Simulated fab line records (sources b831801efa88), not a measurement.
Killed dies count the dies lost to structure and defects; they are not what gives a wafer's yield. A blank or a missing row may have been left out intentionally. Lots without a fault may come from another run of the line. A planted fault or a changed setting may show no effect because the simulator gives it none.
Which tool did it? + flow sky130 + 72 wafers from 24 lots sampled at 4 of the route's 708 steps

WHAT THE GAUGES READ, wafer by wafer
SKY_VIA1_RS_MEAS_22: uses a four-point probe to measure.
| lot  | measured     | on            | VIA1_W_RS (ohm/sq) |
|------|--------------|---------------|--------------------|
| L074 | day 33 18:45 | film-metro-03 | 0.440 0.436 0.438  |
| L075 | day 34 03:52 | film-metro-02 | 0.431 0.434 0.437  |
| L076 | day 34 08:13 | film-metro-03 | 0.432 0.439 0.432  |
| L077 | day 34 21:47 | film-metro-02 | 0.434 0.437 0.438  |
| L078 | day 35 06:33 | film-metro-02 | 0.434 0.434 0.434  |
| L079 | day 35 07:14 | film-metro-03 | 0.432 0.429 0.428  |
| L080 | day 36 00:40 | film-metro-02 | 0.430 0.432 0.439  |
| L081 | day 36 07:52 | film-metro-03 | 0.430 0.427 0.430  |
| L082 | day 36 12:52 | film-metro-02 | 0.429 0.433 0.431  |
| L083 | day 36 22:21 | film-metro-02 | 0.434 0.431 0.437  |
| L084 | day 37 05:23 | film-metro-02 | 0.439 0.436 0.439  |
| L085 | day 37 13:54 | film-metro-02 | 0.437 0.431 0.434  |
| L086 | day 37 23:56 | film-metro-01 | 0.419 0.426 0.427  |
| L087 | day 38 12:07 | film-metro-03 | 0.428 0.426 0.429  |
| L089 | day 38 16:01 | film-metro-01 | 0.434 0.431 0.431  |
| L088 | day 38 18:40 | film-metro-01 | 0.434 0.431 0.428  |
| L091 | day 39 11:22 | film-metro-03 | 0.428 0.432 0.420  |
| L092 | day 39 14:13 | film-metro-02 | 0.433 0.438 0.431  |
| L090 | day 39 14:53 | film-metro-02 | 0.431 0.438 0.425  |
| L093 | day 39 20:31 | film-metro-03 | 0.434 0.437 0.440  |
| L094 | day 40 03:14 | film-metro-03 | 0.433 0.431 0.440  |
| L095 | day 40 12:19 | film-metro-03 | 0.439 0.438 0.436  |
| L096 | day 40 15:32 | film-metro-03 | 0.441 0.440 0.436  |
| L097 | day 40 22:04 | film-metro-01 | 0.428 0.424 0.421  |

SKY_VIA2_THK_MEAS_01.
| lot  | measured     | on            | VIA2_HDPCVD_THK (nm) |
|------|--------------|---------------|----------------------|
| L074 | day 34 23:23 | film-metro-03 | 1179 1188 1177       |
| L075 | day 35 08:20 | film-metro-03 | 1165 1187 1165       |
| L076 | day 35 12:07 | film-metro-04 | 1169 1188 1179       |
| L077 | day 36 02:32 | film-metro-04 | 1183 1205 1198       |
| L078 | day 36 10:52 | film-metro-03 | 1189 1203 1182       |
| L079 | day 36 11:49 | film-metro-03 | 1214 1192 1192       |
| L080 | day 37 04:22 | film-metro-03 | 1170 1173 1169       |
| L081 | day 37 12:10 | film-metro-04 | 1196 1204 1177       |
| L082 | day 37 16:55 | film-metro-01 | 1194 1204 1183       |
| L083 | day 38 02:22 | film-metro-03 | 1180 1186 1169       |
| L084 | day 38 09:49 | film-metro-01 | 1208 1198 1214       |
| L085 | day 38 18:20 | film-metro-04 | 1178 1187 1197       |
| L086 | day 39 03:16 | film-metro-04 | 1155 1163 1167       |
| L087 | day 39 15:31 | film-metro-04 | 1184 1183 1198       |
| L089 | day 39 18:35 | film-metro-04 | 1191 1167 1169       |
| L088 | day 39 21:54 | film-metro-03 | 1189 1185 1193       |
| L091 | day 40 14:07 | film-metro-04 | 1184 1176 1179       |
| L092 | day 40 16:46 | film-metro-01 | 1200 1194 1182       |
| L090 | day 40 17:29 | film-metro-01 | 1180 1203 1202       |
| L093 | day 40 23:13 | film-metro-03 | 1194 1183 1198       |
| L094 | day 41 05:39 | film-metro-04 | 1177 1171 1179       |
| L095 | day 41 13:25 | film-metro-03 | 1181 1173 1189       |
| L096 | day 41 17:23 | film-metro-03 | 1173 1178 1187       |
| L097 | day 41 23:41 | film-metro-04 | 1168 1181 1173       |

WHAT TOOL EACH LOT RAN ON (gives the tool, then ch and the chambers of the sampled wafers, and finally the start)
| lot  | SKY_METAL1_STRIP_20                  | SKY_METAL2_STRIP_20                  |
|------|--------------------------------------|--------------------------------------|
| L074 | plasma-asher-03 ch 0,1, day 32 13:28 | plasma-asher-03 ch 0,1, day 34 22:40 |
| L075 | plasma-asher-03 ch 0,1, day 32 23:16 | plasma-asher-02 ch 1, day 35 07:37   |
| L076 | plasma-asher-03 ch 0,1, day 33 03:13 | plasma-asher-02 ch 0,1, day 35 11:22 |
| L077 | plasma-asher-03 ch 0,1, day 33 16:43 | plasma-asher-02 ch 0,1, day 36 01:48 |
| L078 | plasma-asher-02 ch 1, day 34 01:37   | plasma-asher-01 ch 0,1, day 36 10:08 |
| L079 | plasma-asher-03 ch 0,1, day 34 02:43 | plasma-asher-02 ch 1, day 36 11:06   |
| L080 | plasma-asher-04 ch 0,1, day 34 19:27 | plasma-asher-02 ch 0,1, day 37 03:34 |
| L081 | plasma-asher-02 ch 0,1, day 35 03:16 | plasma-asher-01 ch 0,1, day 37 11:27 |
| L082 | plasma-asher-02 ch 0,1, day 35 08:08 | plasma-asher-03 ch 0,1, day 37 16:12 |
| L083 | plasma-asher-04 ch 0,1, day 35 18:09 | plasma-asher-03 ch 0,1, day 38 01:37 |
| L084 | plasma-asher-04 ch 0,1, day 36 01:01 | plasma-asher-01 ch 0,1, day 38 09:04 |
| L085 | plasma-asher-02 ch 0,1, day 36 09:34 | plasma-asher-01 ch 0, day 38 17:37   |
| L086 | plasma-asher-04 ch 0,1, day 36 19:57 | plasma-asher-03 ch 0,1, day 39 02:30 |
| L087 | plasma-asher-04 ch 0,1, day 37 08:06 | plasma-asher-02 ch 0,1, day 39 14:47 |
| L089 | plasma-asher-04 ch 0,1, day 37 12:19 | plasma-asher-01 ch 0,1, day 39 17:52 |
| L088 | plasma-asher-03 ch 0,1, day 37 14:18 | plasma-asher-03 ch 0,1, day 39 21:12 |
| L091 | plasma-asher-02 ch 0,1, day 38 07:49 | plasma-asher-01 ch 0,1, day 40 13:25 |
| L092 | plasma-asher-03 ch 0,1, day 38 10:19 | plasma-asher-02 ch 0,1, day 40 16:04 |
| L090 | plasma-asher-04 ch 0,1, day 38 11:27 | plasma-asher-02 ch 0,1, day 40 16:46 |
| L093 | plasma-asher-04 ch 0,1, day 38 17:22 | plasma-asher-02 ch 0,1, day 40 22:30 |
| L094 | plasma-asher-03 ch 0,1, day 39 00:16 | plasma-asher-01 ch 0,1, day 41 04:55 |
| L095 | plasma-asher-04 ch 0,1, day 39 10:07 | plasma-asher-01 ch 0,1, day 41 12:40 |
| L096 | plasma-asher-03 ch 0,1, day 39 12:04 | plasma-asher-03 ch 0,1, day 41 16:40 |
| L097 | plasma-asher-02 ch 0,1, day 39 20:04 | plasma-asher-01 ch 0, day 41 22:58   |
- SKY_METAL1_STRIP_20: strips in O2/N2.
- SKY_METAL2_STRIP_20: strips in O2/N2.

WHAT THE TOOLS THEMSELVES READ (means of the sampled wafers that have a number; where no wafer has one, the mark that the record gives instead)
SKY_METAL1_STRIP_20.
| lot  | tool            | drypump-motor-current-A (A) | oes-product-au (a.u.) | strip-time-to-endpoint-s (s) |
|------|-----------------|-----------------------------|-----------------------|------------------------------|
| L074 | plasma-asher-03 | 6.22                        | 0.341                 | 2.69                         |
| L075 | plasma-asher-03 | 6.26                        | 0.346                 | 2.78                         |
| L076 | plasma-asher-03 | 6.23                        | 0.342                 | 2.65                         |
| L077 | plasma-asher-03 | 6.23                        | 0.350                 | 2.78                         |
| L078 | plasma-asher-02 | 6.08                        | 0.343                 | 2.65                         |
| L079 | plasma-asher-03 | 6.27                        | 0.347                 | 2.71                         |
| L080 | plasma-asher-04 | 5.81                        | 0.346                 | 2.76                         |
| L081 | plasma-asher-02 | 6.48                        | 0.335                 | 2.66                         |
| L082 | plasma-asher-02 | 6.27                        | 0.341                 | 2.74                         |
| L083 | plasma-asher-04 | 5.79                        | 0.342                 | 2.66                         |
| L084 | plasma-asher-04 | 5.80                        | 0.341                 | 2.68                         |
| L085 | plasma-asher-02 | 6.49                        | 0.345                 | 2.64                         |
| L086 | plasma-asher-04 | 5.80                        | 0.342                 | 2.72                         |
| L087 | plasma-asher-04 | 5.80                        | 0.349                 | 2.73                         |
| L089 | plasma-asher-04 | 5.85                        | 0.343                 | 2.68                         |
| L088 | plasma-asher-03 | 6.26                        | 0.340                 | 2.60                         |
| L091 | plasma-asher-02 | 6.49                        | 0.341                 | 2.75                         |
| L092 | plasma-asher-03 | 6.25                        | 0.337                 | 2.59                         |
| L090 | plasma-asher-04 | 5.85                        | 0.342                 | 2.70                         |
| L093 | plasma-asher-04 | 5.80                        | 0.339                 | 2.70                         |
| L094 | plasma-asher-03 | 6.23                        | 0.343                 | 2.77                         |
| L095 | plasma-asher-04 | 5.85                        | 0.341                 | 2.75                         |
| L096 | plasma-asher-03 | 6.21                        | 0.343                 | 2.60                         |
| L097 | plasma-asher-02 | 6.27                        | 0.342                 | 2.64                         |

SKY_METAL2_STRIP_20.
| lot  | tool            | drypump-motor-current-A (A) | oes-product-au (a.u.) | strip-time-to-endpoint-s (s) |
|------|-----------------|-----------------------------|-----------------------|------------------------------|
| L074 | plasma-asher-03 | 6.27                        | 0.340                 | 2.64                         |
| L075 | plasma-asher-02 | 6.06                        | 0.343                 | 2.66                         |
| L076 | plasma-asher-02 | 6.28                        | 0.343                 | 2.72                         |
| L077 | plasma-asher-02 | 6.28                        | 0.344                 | 2.69                         |
| L078 | plasma-asher-01 | 6.13                        | 0.348                 | 2.75                         |
| L079 | plasma-asher-02 | 6.06                        | 0.347                 | 2.75                         |
| L080 | plasma-asher-02 | 6.28                        | 0.344                 | 2.73                         |
| L081 | plasma-asher-01 | 6.14                        | 0.344                 | 2.77                         |
| L082 | plasma-asher-03 | 6.24                        | 0.351                 | 2.76                         |
| L083 | plasma-asher-03 | 6.24                        | 0.344                 | 2.74                         |
| L084 | plasma-asher-01 | 6.27                        | 0.346                 | 2.73                         |
| L085 | plasma-asher-01 | 6.06                        | 0.348                 | 2.76                         |
| L086 | plasma-asher-03 | 6.22                        | 0.351                 | 2.78                         |
| L087 | plasma-asher-02 | 6.48                        | 0.345                 | 2.74                         |
| L089 | plasma-asher-01 | 6.25                        | 0.340                 | 2.72                         |
| L088 | plasma-asher-03 | 6.21                        | 0.348                 | 2.77                         |
| L091 | plasma-asher-01 | 6.15                        | 0.343                 | 2.74                         |
| L092 | plasma-asher-02 | 6.28                        | 0.349                 | 2.71                         |
| L090 | plasma-asher-02 | 6.48                        | 0.346                 | 2.80                         |
| L093 | plasma-asher-02 | 6.49                        | 0.340                 | 2.68                         |
| L094 | plasma-asher-01 | 6.15                        | 0.340                 | 2.69                         |
| L095 | plasma-asher-01 | 6.25                        | 0.349                 | 2.74                         |
| L096 | plasma-asher-03 | 6.24                        | 0.341                 | 2.60                         |
| L097 | plasma-asher-01 | 6.04                        | 0.338                 | 2.65                         |

THE ANSWER, worked out from the rows above alone
Rule: what is usual is taken from the lots themselves. Put in order of their means at a reading, lots are off if they are a third of the lots or fewer, leave a main group of 4 or more, and stand apart from it by a gap of 3 or more times the standard deviation of the main group's means; of several such gaps the widest counts. The tables above print the reading to a certain number of digits; a main group whose means all agree to those digits is not used. A lot without any number at a reading at which 4 lots or more have one is off too. Any other lot the step has rows for is counted as sound. First the gauges in route order, then the tools' own readings, where a lot's mean is used as printed above. At the first step where some lot is off, the reading lying furthest off is the one used; lots without a number count as furthest.
Across all readings shown, no lot is off: no conclusion can be drawn from this.

WHAT WAS PUT IN BY THE SIMULATOR
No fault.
